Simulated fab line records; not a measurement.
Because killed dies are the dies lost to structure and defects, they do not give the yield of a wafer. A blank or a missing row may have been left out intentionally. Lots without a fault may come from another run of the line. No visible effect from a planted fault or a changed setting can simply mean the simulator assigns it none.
Split-lot experiment ; flow sky130 ; 23 wafers read from 5 lots, route of 708 steps

== ON THE SPLIT ==
At SKY_VT_ADJUST_PCH_COAT_02 (resist thk 3000 nm), the setting resist_thk_nm was moved away from the recipe's 3000 nm on 6 of the 23 wafers read, by -3.8% to +1.8%. The other wafers ran this setting at the recipe's value.

The split's own step is where the reading is taken.

== THE READING ==
coat_of_VT_ADJUST_PCH_COAT_02.thk_nm (the simulator's own value, which no gauge read), in nm, at SKY_VT_ADJUST_PCH_COAT_02 (resist thk 3000 nm). The file gives no usual value for it. Average 2990 nm, standard deviation 6.1 nm, over the 17 wafers here run with the recipe.

wafer;tool, chamber at the split;resist_thk_nm as run, nm;against the recipe;coat_of_VT_ADJUST_PCH_COAT_02.thk_nm, nm;against lot-mates on the recipe
L074.1;litho_track-01, 0;3000;recipe;2992;-
L074.6;litho_track-01, 0;3000;recipe;2992;-
L074.2;litho_track-01, 0;3000;recipe;2991;-
L074.4;litho_track-01, 0;3000;recipe;2993;-
L074.5;litho_track-01, 0;3000;recipe;2999;-
L078.1;litho_track-01, 0;3000;recipe;2991;-
L078.2;litho_track-01, 0;3000;recipe;2982;-
L078.3;litho_track-01, 0;2946;-1.8%;2934;-56
L078.5;litho_track-01, 0;2946;-1.8%;2940;-50
L078.6;litho_track-01, 0;3000;recipe;2998;-
L079.1;litho_track-03, 0;3000;recipe;2994;-
L079.4;litho_track-03, 0;3000;recipe;2990;-
L079.5;litho_track-03, 0;3000;recipe;2992;-
L080.1;litho_track-03, 0;2886;-3.8%;2883;-109
L080.2;litho_track-03, 0;3000;recipe;2996;-
L080.4;litho_track-03, 0;3000;recipe;2995;-
L080.5;litho_track-03, 0;3000;recipe;2985;-
L080.6;litho_track-03, 0;2886;-3.8%;2876;-116
L082.2;litho_track-03, 0;3054;+1.8%;3042;+61
L082.3;litho_track-03, 0;3000;recipe;2981;-
L082.4;litho_track-03, 0;3000;recipe;2986;-
L082.5;litho_track-03, 0;3054;+1.8%;3035;+54
L082.6;litho_track-03, 0;3000;recipe;2976;-

THE FIT
A straight line over all 23 wafers: coat_of_VT_ADJUST_PCH_COAT_02.thk_nm changes by +28.7 nm for each +1% of resist_thk_nm; r = +0.99; the points scatter about the line by 5.8 nm.
The same after taking each lot's own level away (the mean of its wafers on the recipe; 23 wafers): +30.1 nm for each +1%; r = +0.99; scatter 4.3 nm.
That fit puts the effect of the largest move of resist_thk_nm on the reading at 1.1e+02 nm.
The lots' own levels span 2981.0 to 2993.4 nm, that is 2.0 times the standard deviation above.
So the lot-to-lot level changes the slope little: the two slopes agree.
Check: for one of the wafers moved furthest among these (-3.8%), held out of the fit, the line's prediction against its lot-mates is -116 nm. It came out at -109 nm against them.

== THESE WAFERS: OTHER SPLITS ==
Before the reading, these wafers also passed through other splits. Each is held against what the fit with the lots' levels taken away leaves over:
other split on the same wafers;wafers away from the commonest value;r with coat_of_VT_ADJUST_PCH_COAT_02.thk_nm (lot level and that fit taken away)
SKY_FIELD_ISO_CVD_03 time_s;15;+0.08
SKY_FIELD_ISO_ETCH_15 time_s;10;-0.11
SKY_DNWELL_COAT_02 spin_rpm;10;+0.04
SKY_PWDE_COAT_02 resist_thk_nm;7;+0.30
SKY_NWELL_COAT_18 resist_thk_nm;11;+0.06
SKY_NWELL_IMPLANT_24 dose_cm2;9;+0.03
SKY_VT_ADJUST_HVTP_IMPLANT_09 energy_kev;7;+0.03
SKY_VT_ADJUST_LVTN_COAT_13 resist_thk_nm;6;-0.26
SKY_VT_ADJUST_LVTN_DEVELOP_17 dev_temp_c;11;-0.43
SKY_VT_ADJUST_HVTR_EXPOSE_04 dose_mj;4;+0.23

== THE FILE'S OWN FIT ==
coat_of_VT_ADJUST_PCH_COAT_02.thk_nm changes by +30 nm for each +1% of resist_thk_nm, r = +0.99.
